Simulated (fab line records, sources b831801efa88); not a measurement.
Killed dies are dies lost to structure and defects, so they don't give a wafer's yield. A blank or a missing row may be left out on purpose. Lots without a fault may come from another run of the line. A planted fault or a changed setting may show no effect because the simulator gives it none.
Which tool did it? | flow sky130 | 7 lots, 21 wafers sampled, at 2 steps of a route of 708

WHAT THE GAUGES READ, wafer by wafer
SKY_CONTACT_THK_MEAS_01.
lot  | measured     | on            | CONTACT_CVD_00_THK (nm)
L807 | day 31 22:16 | film_metro-02 | 75.2 74.6 75.7
L814 | day 33 12:56 | film_metro-02 | 76.3 75.5 75.4
L817 | day 34 06:41 | film_metro-04 | 75.2 74.5 74.5
L820 | day 34 17:40 | film_metro-01 | 75.6 73.5 76.6
L822 | day 34 23:22 | film_metro-02 | 74.3 75.0 75.3
L827 | day 37 00:18 | film_metro-04 | 74.9 73.4 75.7
L828 | day 37 02:59 | film_metro-01 | 74.4 74.6 75.2

WHICH TOOL RAN EACH LOT (tool, then ch and the chambers of the sampled wafers, then the start)
lot  | SKY_CONTACT_CVD_00
L807 | pecvd-02 ch 0,1, day 31 22:13
L814 | pecvd-03 ch 0,1,2, day 33 12:53
L817 | pecvd-02 ch 0,2, day 34 06:38
L820 | pecvd-04 ch 0,1,2, day 34 17:37
L822 | pecvd-02 ch 1,2, day 34 23:20
L827 | pecvd-04 ch 0,1, day 37 00:15
L828 | pecvd-02 ch 1,2, day 37 02:57
- SKY_CONTACT_CVD_00: deposits Si3N4, target thk 75 nm.

THE ANSWER, worked out from the rows above alone
Rule: what is usual is taken from the lots themselves. Put in order of their means at a reading, lots are off if they are a third of the lots or fewer, leave a main group of 4 or more, and stand apart from it by a gap of 3 or more times the standard deviation of the main group's means; of several such gaps the widest counts. A main group whose means are all the same, to the digits that the tables above print for the reading, isn't used. A lot without any number at a reading at which 4 lots or more have one is off too. The other lots that the step has rows for count as sound.
No lot is off at any reading shown: from this, nothing can be told.

WHAT THE SIMULATOR HAD PUT IN
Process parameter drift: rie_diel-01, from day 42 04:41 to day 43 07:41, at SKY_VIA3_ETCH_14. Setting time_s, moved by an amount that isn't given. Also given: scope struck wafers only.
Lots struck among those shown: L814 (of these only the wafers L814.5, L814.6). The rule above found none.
